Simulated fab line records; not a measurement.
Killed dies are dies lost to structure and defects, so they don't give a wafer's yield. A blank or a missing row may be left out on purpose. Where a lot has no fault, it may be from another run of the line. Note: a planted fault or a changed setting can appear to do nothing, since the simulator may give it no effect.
Which of the tools did it? | flow gf180mcu | 33 wafers from 11 lots sampled at 3 of the route's 602 steps

## WHAT THE GAUGES SHOWED, per wafer
GF_V3_RS_MEAS_24: measurement is done with a four-point probe.
lot  | measured     | on           | V3_W_RS (ohm/sq)
L325 | day 22 18:08 | filmMetro-03 | 0.329 0.320 0.328
L328 | day 23 15:37 | filmMetro-01 | 0.325 0.334 0.336
L330 | day 24 10:35 | filmMetro-04 | 0.328 0.341 0.334
L331 | day 24 16:46 | filmMetro-04 | 0.192 0.195 0.192
L332 | day 25 04:07 | filmMetro-03 | 0.197 0.194 0.194
L333 | day 25 10:23 | filmMetro-01 | 0.195 0.196 0.193
L342 | day 28 08:11 | filmMetro-03 | 0.326 0.325 0.331
L341 | day 28 07:58 | filmMetro-01 | 0.333 0.335 0.330
L343 | day 28 12:10 | filmMetro-01 | 0.330 0.324 0.332
L344 | day 28 22:29 | filmMetro-03 | 0.328 0.334 0.325
L347 | day 29 19:12 | filmMetro-01 | 0.324 0.331 0.323

## WHAT TOOL EACH LOT RAN ON (gives the tool, then ch and the chambers of the sampled wafers, and finally the start)
lot  | GF_V3_ETCH_17                                | GF_V3_CVD_23
L325 | rieDiel-04 ch 0,2,3, day 22 18:01 or earlier | cvdW-01 ch 0,1, day 22 18:01
L328 | rieDiel-02 ch 0,1,2, day 23 15:31 or earlier | cvdW-01 ch 0,1, day 23 15:31
L330 | rieDiel-04 ch 2,3, day 24 10:28 or earlier   | cvdW-01 ch 0,1, day 24 10:28
L331 | rieDiel-04 ch 0,3, day 24 16:39 or earlier   | cvdW-01 ch 0,1, day 24 16:39
L332 | rieDiel-02 ch 0,2, day 25 03:59 or earlier   | cvdW-01 ch 0,1, day 25 03:59
L333 | rieDiel-04 ch 0,1,2, day 25 10:12 or earlier | cvdW-01 ch 0,1, day 25 10:12
L342 | rieDiel-01 ch 0,1, day 28 07:58 or earlier   | cvdW-01 ch 0, day 28 07:58
L341 | rieDiel-02 ch 1,2,3, day 28 07:51 or earlier | cvdW-02 ch 0,1, day 28 07:51
L343 | rieDiel-04 ch 0,1,2, day 28 12:03 or earlier | cvdW-01 ch 0,1, day 28 12:03
L344 | rieDiel-04 ch 0,1,3, day 28 22:23 or earlier | cvdW-01 ch 0,1, day 28 22:23
L347 | rieDiel-02 ch 0,1,2, day 29 19:05 or earlier | cvdW-01 ch 0,1, day 29 19:05
- GF_V3_ETCH_17: etches SiO2 in C4F8/O2/Ar, stops on TiN, target depth 635 nm.
- GF_V3_CVD_23: deposits W, target thk 350 nm, time 104.9 s.

## THE ANSWER, worked out from the rows above alone
Rule: what is usual is taken from the lots themselves. The widest of any qualifying gaps counts: lots, ordered by their means at a reading, are off when they make up no more than a third of the lots, leave a main group of 4 or more, and stand apart from it by 3 or more times the standard deviation of that group's means. Not used: any main group whose means are identical at the precision the tables above print for the reading. A lot without any number at a reading at which 4 lots or more have one is off too. Where the step has rows for the other lots, those lots are counted as sound.
Off: L331, L332, L333, at GF_V3_RS_MEAS_24 (V3_W_RS). Main group: mean 0.329 ohm/sq, sd 0.003.
If a tool, at a process step before that reading, ran all the lots that are off and no sound lot after the first of them, it fits. The gauges at GF_V3_RS_MEAS_24 are tried like those tools. GF_V3_ETCH_17: start missing for some lots; hours and lot order therefore follow GF_V3_CVD_23. No candidate that was tried fits.

## WHAT THE SIMULATOR HAD PUT IN
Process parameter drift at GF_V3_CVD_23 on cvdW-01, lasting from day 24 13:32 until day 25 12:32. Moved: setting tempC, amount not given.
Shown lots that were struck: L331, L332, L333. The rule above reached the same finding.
